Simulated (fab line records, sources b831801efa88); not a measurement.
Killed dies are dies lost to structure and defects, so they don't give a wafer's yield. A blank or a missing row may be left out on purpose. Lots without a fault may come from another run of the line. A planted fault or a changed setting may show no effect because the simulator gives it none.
fab line records | flow gf180mcu
record lots=13 wafers=39 last_day=34
route steps=602 shown VT_IMPLANT@99 POLY_GATE@170
lots that met no fault: from a run of the same line without faults
start_h: hours from the record's first day to the start of the lot's first wafer shown | wait_h: hours since the lot's step before | " the same as in the row above | L1.1+2: a row that stands for several wafers | - no value, or no start given | * or withheld: withheld | < > ~ a bound
route shown NAME@n: a module of which the file shows steps, and the number in the route of the first | usual: mean/standard deviation of fault-free wafers | same: alike in all rows | chamber/n: place in a boat | sites: the reading at each site | _std_site: their standard deviation | _edge_site: outer sites' mean less inner sites' | radius_mm: how far each site lies from the wafer's centre | mask NAME#n: copy n | behind: the tool/chamber that last shaped the wafer | hold: why the lot was held/for how many hours/how that ended | device: the transistor (n, p or np) that didn't switch | end of line: the same wafers' tests at the end of the route | a step without rows: its recipe alone | killed: dies lost to structure and defects at the first sort, not the wafer's yield | map: a wafer's dies, x killed, . not, _ none there
set.NAME: the setting as run; set.NAME@STEP: as run at that earlier step | model.NAME: the simulator's own value behind a step, which no gauge read
steps of the route over a sample of lots; a table a step, a row a wafer
services: from which hour (start_h, from the record's first day; less than 0 if before it) a tool's chamber was out of use, for how many hours, and why
## steps
# step GF_VT_IMPLANT_STRIP_09
# recipe chemistry=O2/N2 power_w=1400 pressure_mtorr=1500 platen_temp_c=250 o2_flow_sccm=3000 n2_flow_sccm=300 overash_fraction=0.5
# usual drypump_motor_current_A=5.5/0.49 heater_power_w=351/23 oes_product_au=0.716/0.0048 strip_time_to_endpoint_s=12.62/0.038
# columns lot.wafer tool chamber start_h wait_h drypump_motor_current_A heater_power_w oes_product_au rf_hours_counter_h strip_time_to_endpoint_s
L492.4 plasma_asher-01 0 118.66 0.1 5.3 339 0.715 - 12.60
L492.5 " 0 " " 5.3 332 0.715 - 12.59
L492.6 " 1 " " 5.3 380 0.719 - 12.62
L494.3 plasma_asher-03 0 131.06 0.1 5.2 328 0.708 - 12.58
L494.4 " 1 " " 5.2 385 0.722 - 12.61
L494.5 " 0 " " 5.2 333 0.723 - 12.60
L495.3 plasma_asher-04 1 136.26 0.1 6.6 356 0.717 - 12.57
L495.4 " 0 " " 5.8 337 0.717 - 12.63
L495.6 " 0 " " 5.8 330 0.704 - 12.63
L496.1 plasma_asher-01 1 140.61 0.1 5.3 396 0.714 52 12.65
L496.4 " 1 " " 5.3 389 0.715 - 12.65
L496.5 " 0 " " 5.3 324 0.723 - 12.69
L497.1 plasma_asher-03 1 148.83 0.1 5.2 380 0.718 49 12.59
L497.2 " 0 " " 5.2 336 0.712 49 12.61
L497.3 " 1 " " 5.2 372 0.725 - 12.57
L500.1 plasma_asher-01 1 165.82 0.1 5.3 393 0.714 55 12.68
L500.2 " 0 " " 5.3 326 0.720 55 12.64
L500.3 " 0 " " 5.3 325 0.714 - 12.66
L501.4 plasma_asher-01 1 177.91 0.1 5.3 393 0.718 - 12.57
L501.5 " 1 " " 5.3 393 0.716 - 12.61
L501.6 " 0 " " 5.3 322 0.726 - 12.59
L509.2 plasma_asher-04 1 221.13 0.1 6.6 355 0.714 42 12.61
L509.5 " 1 " " 6.6 359 0.719 - 12.59
L509.6 " 0 " " 5.8 334 0.720 - 12.58
L510.1 plasma_asher-04 0 227.67 0.1 5.8 338 0.707 43 12.56
L510.3 " 1 " " 6.6 358 0.715 - 12.55
L510.6 " 1 " " 6.6 358 0.706 - 12.56
L511.2 plasma_asher-03 1 233.01 0.1 5.2 361 0.712 57 12.66
L511.3 " 1 " " 5.2 372 0.716 - 12.64
L511.6 " 1 " " 5.2 368 0.712 - 12.67
L512.2 plasma_asher-03 0 241.02 0.1 5.2 332 0.716 58 12.60
L512.4 " 0 " " 5.2 323 0.721 - 12.58
L512.5 " 0 " " 5.2 332 0.717 - 12.58
L513.3 plasma_asher-03 1 245.81 0.1 5.2 364 0.717 - 12.69
L513.4 " 0 " " 5.2 329 0.720 - 12.70
L513.6 " 0 " " 5.2 331 0.714 - 12.71
L514.4 plasma_asher-03 0 252.54 0.1 5.2 335 0.717 - 12.66
L514.5 " 1 " " 5.2 369 0.722 - 12.67
L514.6 " 0 " " 5.2 333 0.720 - 12.65
# step GF_VT_IMPLANT_TW_MEAS_43
# usual VT_IMPLANT_4_TW=688/9.2
# columns lot.wafer tool chamber start_h wait_h VT_IMPLANT_4_TW
L492.4 film_metro-04 - 165.09 0.1 675
L492.5 " - " " 673
L492.6 " - " " 680
L494.3 film_metro-02 - 179.79 0.1 692
L494.4 " - " " 695
L494.5 " - " " 692
L495.3 film_metro-02 - 185.03 0.1 691
L495.4 " - " " 692
L495.6 " - " " 690
L496.1 film_metro-02 - 188.92 0.1 691
L496.4 " - " " 691
L496.5 " - " " 691
L497.1 film_metro-03 - 198.13 0.1 700
L497.2 " - " " 703
L497.3 " - " " 700
L500.1 film_metro-04 - 215.97 0.1 678
L500.2 " - " " 679
L500.3 " - " " 680
L501.4 film_metro-02 - 229.34 0.1 694
L501.5 " - " " 694
L501.6 " - " " 692
L509.2 film_metro-03 - 278.63 0.1 696
L509.5 " - " " 702
L509.6 " - " " 701
L510.1 film_metro-04 - 283.06 0.1 684
L510.3 " - " " 680
L510.6 " - " " 682
L511.2 film_metro-02 - 289.42 0.1 695
L511.3 " - " " 700
L511.6 " - " " 694
L512.2 film_metro-04 - 298.77 0.1 675
L512.4 " - " " 677
L512.5 " - " " 679
L513.3 film_metro-04 - 304.43 0.1 679
L513.4 " - " " 678
L513.6 " - " " 678
L514.4 film_metro-04 - 311.85 0.1 681
L514.5 " - " " 683
L514.6 " - " " 679
# step GF_VT_IMPLANT_RTA_45
# recipe temp_c=1050 time_s=30 ambient=N2
# usual lamp_power_pct=36.77/0.077 run_length_s=58.9/0.53 wafer_temp_C_max=1054.6/1.1
# columns lot.wafer tool chamber start_h wait_h lamp_power_pct run_length_s wafer_temp_C_max
L492.4 rtp_anneal-02 0 165.22 0.1 36.67 58.7 1053.1
L492.5 " 0 " " 36.72 58.9 1053.3
L492.6 " 0 " " 36.71 58.7 1054.8
L494.3 rtp_anneal-02 0 179.92 0.0 36.76 58.8 1055.6
L494.4 " 0 " " 36.74 59.0 1054.7
L494.5 " 0 " " 36.75 59.1 1055.5
L495.3 rtp_anneal-01 0 185.16 0.0 36.88 58.3 1055.3
L495.4 " 0 " " 36.83 58.4 1055.0
L495.6 " 0 " " 36.90 58.6 1053.9
L496.1 rtp_anneal-02 0 189.03 0.0 36.74 59.1 1054.5
L496.4 " 0 " " 36.70 59.3 1055.2
L496.5 " 0 " " 36.78 59.1 1053.6
L497.1 rtp_anneal-01 0 198.24 0.0 36.88 58.3 1056.7
L497.2 " 0 " " 36.87 58.5 1057.2
L497.3 " 0 " " 36.80 58.7 1054.7
L500.1 rtp_anneal-01 0 216.08 0.0 36.87 68.9 1054.1
L500.2 " 0 " " 36.87 68.9 1054.6
L500.3 " 0 " " 36.85 69.1 1055.6
L501.4 rtp_anneal-01 0 229.53 0.1 36.89 68.9 1055.4
L501.5 " 0 " " 36.86 68.5 1055.8
L501.6 " 0 " " 36.86 68.7 1054.4
L509.2 rtp_anneal-02 0 278.75 0.0 36.80 58.8 1055.0
L509.5 " 0 " " 36.68 58.7 1054.3
L509.6 " 0 " " 36.73 58.9 1054.4
L510.1 rtp_anneal-02 0 283.18 0.0 36.73 59.0 1054.4
L510.3 " 0 " " 36.69 58.8 1054.4
L510.6 " 0 " " 36.80 58.9 1052.8
L511.2 rtp_anneal-02 0 289.54 0.0 36.73 58.8 1053.7
L511.3 " 0 " " 36.66 58.7 1054.8
L511.6 " 0 " " 36.70 58.7 1054.2
L512.2 rtp_anneal-02 0 298.89 0.0 36.66 58.8 1053.0
L512.4 " 0 " " 36.74 59.0 1053.9
L512.5 " 0 " " 36.72 59.0 1054.3
L513.3 rtp_anneal-01 0 304.55 0.0 36.85 58.7 1054.7
L513.4 " 0 " " 36.83 58.4 1055.2
L513.6 " 0 " " 36.84 58.9 1056.7
L514.4 rtp_anneal-01 0 311.99 0.1 36.87 58.3 1054.2
L514.5 " 0 " " 36.90 58.5 1056.0
L514.6 " 0 " " 36.83 58.5 1054.9
# step GF_POLY_GATE_ETCH_13
# recipe target=poly-Si target_depth_nm=198.5 stop_on=SiO2 over_etch_frac=0.403 chemistry=HBr/Cl2 icp_w=400 bias_w=100 pressure_mtorr=10 HBr_flow_sccm=150 Cl2_flow_sccm=50 time_s=69.6
# usual bias_w=100.00/0.28 drypump_motor_current_A=5.6/0.55 oes_product_au=0.989/0.0077 throttle_valve_pct=33.683/0.0085
# columns lot.wafer tool chamber start_h wait_h bias_w drypump_motor_current_A oes_product_au rf_hours_counter_h throttle_valve_pct
L492.4 rie_si-02 0 206.31 - 99.97 5.6 0.990 21 33.687
L492.5 " 2 " " 99.90 6.2 0.987 - 33.670
L492.6 " 3 " " 99.54 5.0 0.998 - 33.671
L494.3 rie_si-02 0 219.14 - 100.41 5.6 0.995 21 33.677
L494.4 " 3 " " 99.72 5.1 0.996 1 33.676
L494.5 " 2 " " 99.55 6.2 0.984 - 33.680
L495.3 rie_si-01 3 226.93 - 99.89 5.0 0.983 81 33.681
L495.4 " 0 " " 99.89 5.3 0.980 1 33.689
L495.6 " 3 " " 99.57 5.0 0.974 - 33.682
L496.1 rie_si-02 3 229.54 - 100.59 5.0 0.990 1 33.662
L496.4 " 1 " " 100.07 5.8 0.986 4 33.687
L496.5 " 2 " " 100.41 6.2 0.981 - 33.684
L497.1 rie_si-01 0 241.39 - 99.80 5.3 0.990 1 33.697
L497.2 " 1 " " 100.25 4.8 0.994 30 33.674
L497.3 " 3 " " 99.81 5.1 0.990 81 33.687
L500.1 rie_si-01 2 258.32 - 99.99 6.6 0.995 0 33.695
L500.2 " 3 " " 100.18 5.0 0.987 81 33.693
L500.3 " 1 " " 99.94 4.8 0.991 30 33.687
L501.4 rie_si-02 3 274.88 - 100.11 5.0 0.989 2 33.671
L501.5 " 2 " " 99.75 6.2 0.991 - 33.687
L501.6 " 1 " " 99.81 5.8 0.997 - 33.680
L509.2 rie_si-02 3 328.39 - 100.23 5.1 0.994 2 33.693
L509.5 " 0 " " 99.81 5.5 0.989 - 33.670
L509.6 " 3 " " 99.85 5.0 0.999 - 33.684
L510.1 rie_si-02 1 333.04 - 100.06 5.8 0.980 5 33.683
L510.3 " 2 " " 100.06 6.2 0.991 3 33.697
L510.6 " 1 " " 99.80 5.8 0.994 - 33.695
L511.2 rie_si-02 2 339.21 - 100.25 6.2 0.987 3 33.694
L511.3 " 3 " " 99.52 5.0 0.996 2 33.681
L511.6 " 3 " " 100.18 5.0 0.991 - 33.680
L512.2 rie_si-01 2 348.98 - 99.88 6.6 0.975 1 33.679
L512.4 " 0 " " 99.77 5.3 0.993 2 33.664
L512.5 " 1 " " 100.15 4.8 0.987 - 33.687
L513.3 rie_si-01 3 353.94 - 99.78 5.0 0.969 82 33.686
L513.4 " 2 " " 100.41 6.6 0.983 1 33.685
L513.6 " 1 " " 99.56 4.8 0.989 - 33.686
L514.4 rie_si-01 3 360.38 - 100.31 5.1 0.986 82 33.679
L514.5 " 2 " " 99.68 6.6 0.989 - 33.687
L514.6 " 1 " " 99.99 4.8 0.991 - 33.675
## services
# columns tool chamber start_h hours kind
rie_si-02 3 98.41 - clean
rie_si-02 3 98.41 15.0 scheduled_down
rie_si-02 3 98.41 15.0 vent_cycle
rie_si-01 0 115.75 - clean
rie_si-01 0 115.75 28.7 scheduled_down
rie_si-01 0 115.75 28.7 vent_cycle
rie_si-01 0 149.49 4.8 repair
rtp_anneal-01 - 172.80 3.3 pm
rie_si-02 0 175.87 9.5 repair
rie_si-01 2 235.19 - clean
rie_si-01 2 235.19 14.6 scheduled_down
rie_si-01 2 235.19 14.6 vent_cycle
plasma_asher-03 - 292.64 0.7 repair
rie_si-02 - 302.72 0.1 repair
rtp_anneal-01 - 312.80 1.4 pm
plasma_asher-04 - 320.01 15.6 pm
plasma_asher-01 - 328.64 2.8 pm
plasma_asher-04 - 339.86 7.4 repair
rie_si-01 - 344.56 0.5 repair
plasma_asher-01 - 352.31 25.2 repair
## key
first_sign step=GF_VT_IMPLANT_RTA_45 reading=run_length_s direction=up sigmas=19 usual=* struck=*
effect none on later readings
met_at GF_VT_IMPLANT_RTA_45
struck_lots L500,L501
tester_left_out L500,L501
not_acting_at GF_VT_IMPLANT_STRIP_09,GF_VT_IMPLANT_TW_MEAS_43,GF_POLY_GATE_ETCH_13
onset_between 198.24 216.08
fault kind=process_parameter_drift tool=rtp_anneal-01 chamber=- onset_h=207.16 steps=GF_VT_IMPLANT_RTA_45 channel=time_s offset=* shape=step end_h=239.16 acts_in=* stated=*
# tester_left_out: of these lots the tester's yield and bins aren't shown, on N5 and GAA mostly nor the transistor test; their killed dies are dies lost to structure and defects alone, not to doping, threshold or leakage, so they don't give the yield
